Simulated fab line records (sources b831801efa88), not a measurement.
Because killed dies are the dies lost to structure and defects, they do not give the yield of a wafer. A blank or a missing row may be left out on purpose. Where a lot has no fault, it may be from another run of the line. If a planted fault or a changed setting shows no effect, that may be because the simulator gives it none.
What tool caused it? / flow sky130 / 11 lots (32 wafers sampled), 1 step of a 708-step route

== WHAT EACH GAUGE READ, for each wafer ==
SKY_VT_ADJUST_HVTP_TW_MEAS_11.
lot=L911; measured=day 6 09:35; on=film metro-03; VT_ADJUST_HVTP_TW=1365 1372 1366
lot=L912; measured=day 6 16:56; on=film metro-03; VT_ADJUST_HVTP_TW=1368 1367 1378
lot=L920; measured=day 8 15:44; on=film metro-01; VT_ADJUST_HVTP_TW=1371 1368
lot=L921; measured=day 9 01:28; on=film metro-03; VT_ADJUST_HVTP_TW=1367 1368 1372
lot=L922; measured=day 9 10:17; on=film metro-02; VT_ADJUST_HVTP_TW=1357 1346 1354
lot=L924; measured=day 9 22:56; on=film metro-02; VT_ADJUST_HVTP_TW=1344 1352 1353
lot=L925; measured=day 10 05:48; on=film metro-01; VT_ADJUST_HVTP_TW=1374 1371 1370
lot=L928; measured=day 11 04:01; on=film metro-02; VT_ADJUST_HVTP_TW=1355 1359 1362
lot=L929; measured=day 11 06:40; on=film metro-03; VT_ADJUST_HVTP_TW=1353 1363 1362
lot=L931; measured=day 12 00:38; on=film metro-03; VT_ADJUST_HVTP_TW=1371 1354 1363
lot=L933; measured=day 12 08:28; on=film metro-01; VT_ADJUST_HVTP_TW=1367 1366 1363

== EACH LOT AND THE TOOL THAT RAN IT (in order: tool; ch and the chambers of the sampled wafers; start) ==
Record: no process step prior to these readings.

== THE ANSWER, worked out from the rows above alone ==
Rule: the usual values come from the lots themselves. Put in order of their means at a reading, lots are off if they are a third of the lots or fewer, leave a main group of 4 or more, and stand apart from it by a gap of 3 or more times the standard deviation of the main group's means; of several such gaps the widest counts. The tables above print the reading to a certain number of digits; a main group whose means all agree to those digits is not used. Also off: a lot with no number at a reading for which 4 or more lots have one. Any other lot the step has rows for is counted as sound.
No lot is off on any of the readings shown, so nothing can be concluded from this.

== WHAT THE SIMULATOR HAD PUT IN ==
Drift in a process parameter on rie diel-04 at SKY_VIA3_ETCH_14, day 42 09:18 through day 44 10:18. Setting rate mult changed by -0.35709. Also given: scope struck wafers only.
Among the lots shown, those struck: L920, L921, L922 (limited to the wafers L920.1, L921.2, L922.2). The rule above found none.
